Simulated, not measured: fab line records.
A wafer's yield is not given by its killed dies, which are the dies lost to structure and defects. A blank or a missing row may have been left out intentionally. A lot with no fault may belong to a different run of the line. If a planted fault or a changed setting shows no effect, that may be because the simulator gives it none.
Which tool is to blame? || flow gf180mcu || 24 lots, 72 wafers sampled, at 2 steps of a route of 602

WHAT THE GAUGES SHOWED, per wafer
GF_M2_OVL_MEAS_15.
{"lot": "L074", "measured": "day 19 06:17", "on": "overlay-02", "M2_OVL (nm)": "8 6 8"}
{"lot": "L075", "measured": "day 19 13:10", "on": "overlay-01", "M2_OVL (nm)": "6 -3 -1"}
{"lot": "L076", "measured": "day 19 23:50", "on": "overlay-01", "M2_OVL (nm)": "10 3 11"}
{"lot": "L077", "measured": "day 20 09:06", "on": "overlay-02", "M2_OVL (nm)": "4 6 9"}
{"lot": "L078", "measured": "day 20 20:08", "on": "overlay-01", "M2_OVL (nm)": "7 5 2"}
{"lot": "L079", "measured": "day 21 07:26", "on": "overlay-02", "M2_OVL (nm)": "-9 -1 -7"}
{"lot": "L080", "measured": "day 21 21:28", "on": "overlay-01", "M2_OVL (nm)": "10 -1 -2"}
{"lot": "L081", "measured": "day 21 22:26", "on": "overlay-01", "M2_OVL (nm)": "0 5 0"}
{"lot": "L082", "measured": "day 22 14:33", "on": "overlay-02", "M2_OVL (nm)": "0 4 6"}
{"lot": "L083", "measured": "day 23 05:17", "on": "overlay-02", "M2_OVL (nm)": "15 4 7"}
{"lot": "L084", "measured": "day 23 07:29", "on": "overlay-02", "M2_OVL (nm)": "7 8 9"}
{"lot": "L085", "measured": "day 23 13:55", "on": "overlay-02", "M2_OVL (nm)": "6 2 5"}
{"lot": "L086", "measured": "day 23 16:48", "on": "overlay-01", "M2_OVL (nm)": "10 9 10"}
{"lot": "L087", "measured": "day 24 10:33", "on": "overlay-01", "M2_OVL (nm)": "2 10 12"}
{"lot": "L088", "measured": "day 24 14:20", "on": "overlay-02", "M2_OVL (nm)": "5 -6 2"}
{"lot": "L089", "measured": "day 24 21:23", "on": "overlay-02", "M2_OVL (nm)": "-3 3 1"}
{"lot": "L090", "measured": "day 25 09:10", "on": "overlay-01", "M2_OVL (nm)": "8 1 8"}
{"lot": "L091", "measured": "day 25 13:28", "on": "overlay-02", "M2_OVL (nm)": "1 -1 -2"}
{"lot": "L092", "measured": "day 25 17:33", "on": "overlay-02", "M2_OVL (nm)": "-3 -3 6"}
{"lot": "L093", "measured": "day 26 05:12", "on": "overlay-01", "M2_OVL (nm)": "6 5 11"}
{"lot": "L094", "measured": "day 26 11:31", "on": "overlay-01", "M2_OVL (nm)": "7 3 8"}
{"lot": "L095", "measured": "day 26 15:02", "on": "overlay-02", "M2_OVL (nm)": "1 5 18"}
{"lot": "L096", "measured": "day 26 23:03", "on": "overlay-01", "M2_OVL (nm)": "-6 -5 -3"}
{"lot": "L097", "measured": "day 27 10:30", "on": "overlay-01", "M2_OVL (nm)": "11 4 12"}

WHICH TOOL RAN EACH LOT (tool, then ch and the chambers of the sampled wafers, then the start)
{"lot": "L074", "GF_M2_SPUTTER_01": "pvd-sputter-04, day 18 05:21"}
{"lot": "L075", "GF_M2_SPUTTER_01": "pvd-sputter-04, day 18 12:37"}
{"lot": "L076", "GF_M2_SPUTTER_01": "pvd-sputter-03, day 18 23:11"}
{"lot": "L077", "GF_M2_SPUTTER_01": "pvd-sputter-04, day 19 08:27"}
{"lot": "L078", "GF_M2_SPUTTER_01": "pvd-sputter-04, day 19 19:28"}
{"lot": "L079", "GF_M2_SPUTTER_01": "pvd-sputter-04, day 20 07:31"}
{"lot": "L080", "GF_M2_SPUTTER_01": "pvd-sputter-01, day 20 21:25"}
{"lot": "L081", "GF_M2_SPUTTER_01": "pvd-sputter-03, day 20 22:41"}
{"lot": "L082", "GF_M2_SPUTTER_01": "pvd-sputter-03, day 21 14:36"}
{"lot": "L083", "GF_M2_SPUTTER_01": "pvd-sputter-01, day 22 05:43"}
{"lot": "L084", "GF_M2_SPUTTER_01": "pvd-sputter-03, day 22 07:59"}
{"lot": "L085", "GF_M2_SPUTTER_01": "pvd-sputter-03, day 22 15:02"}
{"lot": "L086", "GF_M2_SPUTTER_01": "pvd-sputter-03, day 22 18:09"}
{"lot": "L087", "GF_M2_SPUTTER_01": "pvd-sputter-04, day 23 11:29"}
{"lot": "L088", "GF_M2_SPUTTER_01": "pvd-sputter-01, day 23 16:16"}
{"lot": "L089", "GF_M2_SPUTTER_01": "pvd-sputter-03, day 23 23:08"}
{"lot": "L090", "GF_M2_SPUTTER_01": "pvd-sputter-01, day 24 10:45"}
{"lot": "L091", "GF_M2_SPUTTER_01": "pvd-sputter-04, day 24 15:56"}
{"lot": "L092", "GF_M2_SPUTTER_01": "pvd-sputter-03, day 24 20:44"}
{"lot": "L093", "GF_M2_SPUTTER_01": "pvd-sputter-01, day 25 08:20"}
{"lot": "L094", "GF_M2_SPUTTER_01": "pvd-sputter-03, day 25 14:22"}
{"lot": "L095", "GF_M2_SPUTTER_01": "pvd-sputter-03, day 25 17:37"}
{"lot": "L096", "GF_M2_SPUTTER_01": "pvd-sputter-04, day 26 02:04"}
{"lot": "L097", "GF_M2_SPUTTER_01": "pvd-sputter-04, day 26 14:02"}
- GF_M2_SPUTTER_01: material TiN, target thk 30 nm, time 25 s.

WHAT THE TOOLS THEMSELVES READ (means of the sampled wafers that have a number; where no wafer has one, the mark that the record gives instead)
GF_M2_SPUTTER_01.
{"lot": "L074", "tool": "pvd-sputter-04", "cathode-dc-power-W (W)": 6499.5, "throttle-valve-pct (%)": 29.5}
{"lot": "L075", "tool": "pvd-sputter-04", "cathode-dc-power-W (W)": 6499.6, "throttle-valve-pct (%)": 30.4}
{"lot": "L076", "tool": "pvd-sputter-03", "cathode-dc-power-W (W)": 6500.5, "throttle-valve-pct (%)": 29.9}
{"lot": "L077", "tool": "pvd-sputter-04", "cathode-dc-power-W (W)": 6499.7, "throttle-valve-pct (%)": 29.9}
{"lot": "L078", "tool": "pvd-sputter-04", "cathode-dc-power-W (W)": 6500.8, "throttle-valve-pct (%)": 30.8}
{"lot": "L079", "tool": "pvd-sputter-04", "cathode-dc-power-W (W)": 6498.8, "throttle-valve-pct (%)": 31.4}
{"lot": "L080", "tool": "pvd-sputter-01", "cathode-dc-power-W (W)": 6500.1, "throttle-valve-pct (%)": 30.3}
{"lot": "L081", "tool": "pvd-sputter-03", "cathode-dc-power-W (W)": 6498.4, "throttle-valve-pct (%)": 29.6}
{"lot": "L082", "tool": "pvd-sputter-03", "cathode-dc-power-W (W)": 6499.8, "throttle-valve-pct (%)": 29.4}
{"lot": "L083", "tool": "pvd-sputter-01", "cathode-dc-power-W (W)": 6499.8, "throttle-valve-pct (%)": 30.3}
{"lot": "L084", "tool": "pvd-sputter-03", "cathode-dc-power-W (W)": 6500.2, "throttle-valve-pct (%)": 29.7}
{"lot": "L085", "tool": "pvd-sputter-03", "cathode-dc-power-W (W)": 6499.9, "throttle-valve-pct (%)": 29.5}
{"lot": "L086", "tool": "pvd-sputter-03", "cathode-dc-power-W (W)": 6499.9, "throttle-valve-pct (%)": 29.8}
{"lot": "L087", "tool": "pvd-sputter-04", "cathode-dc-power-W (W)": 6499.7, "throttle-valve-pct (%)": 31.5}
{"lot": "L088", "tool": "pvd-sputter-01", "cathode-dc-power-W (W)": 6499.6, "throttle-valve-pct (%)": 30.2}
{"lot": "L089", "tool": "pvd-sputter-03", "cathode-dc-power-W (W)": 6500.5, "throttle-valve-pct (%)": 30.3}
{"lot": "L090", "tool": "pvd-sputter-01", "cathode-dc-power-W (W)": 6501.3, "throttle-valve-pct (%)": 30.7}
{"lot": "L091", "tool": "pvd-sputter-04", "cathode-dc-power-W (W)": 6499.1, "throttle-valve-pct (%)": 30.3}
{"lot": "L092", "tool": "pvd-sputter-03", "cathode-dc-power-W (W)": 6500.0, "throttle-valve-pct (%)": 30.1}
{"lot": "L093", "tool": "pvd-sputter-01", "cathode-dc-power-W (W)": 6499.7, "throttle-valve-pct (%)": 30.3}
{"lot": "L094", "tool": "pvd-sputter-03", "cathode-dc-power-W (W)": 6499.6, "throttle-valve-pct (%)": 29.8}
{"lot": "L095", "tool": "pvd-sputter-03", "cathode-dc-power-W (W)": 6500.3, "throttle-valve-pct (%)": 29.5}
{"lot": "L096", "tool": "pvd-sputter-04", "cathode-dc-power-W (W)": 6499.9, "throttle-valve-pct (%)": 30.8}
{"lot": "L097", "tool": "pvd-sputter-04", "cathode-dc-power-W (W)": 6500.1, "throttle-valve-pct (%)": 29.4}

THE ANSWER, worked out from the rows above alone
Rule: the lots themselves supply what counts as usual. Put in order of their means at a reading, lots are off if they are a third of the lots or fewer, leave a main group of 4 or more, and stand apart from it by a gap of 3 or more times the standard deviation of the main group's means; of several such gaps the widest counts. If all means in a main group match to the digits the tables above print for the reading, that group is not used. A lot without any number at a reading at which 4 lots or more have one is off too. Where the step has rows for the other lots, those lots are counted as sound. The gauges are gone through in route order, then the tools' own readings, and for those a lot's mean is taken as printed above. The first step at which some lot is off is used, and at that step the reading that is off furthest; a lot without a number counts as furthest.
Nothing can be told from this: no lot is off at any reading shown.

WHAT WAS PUT IN BY THE SIMULATOR
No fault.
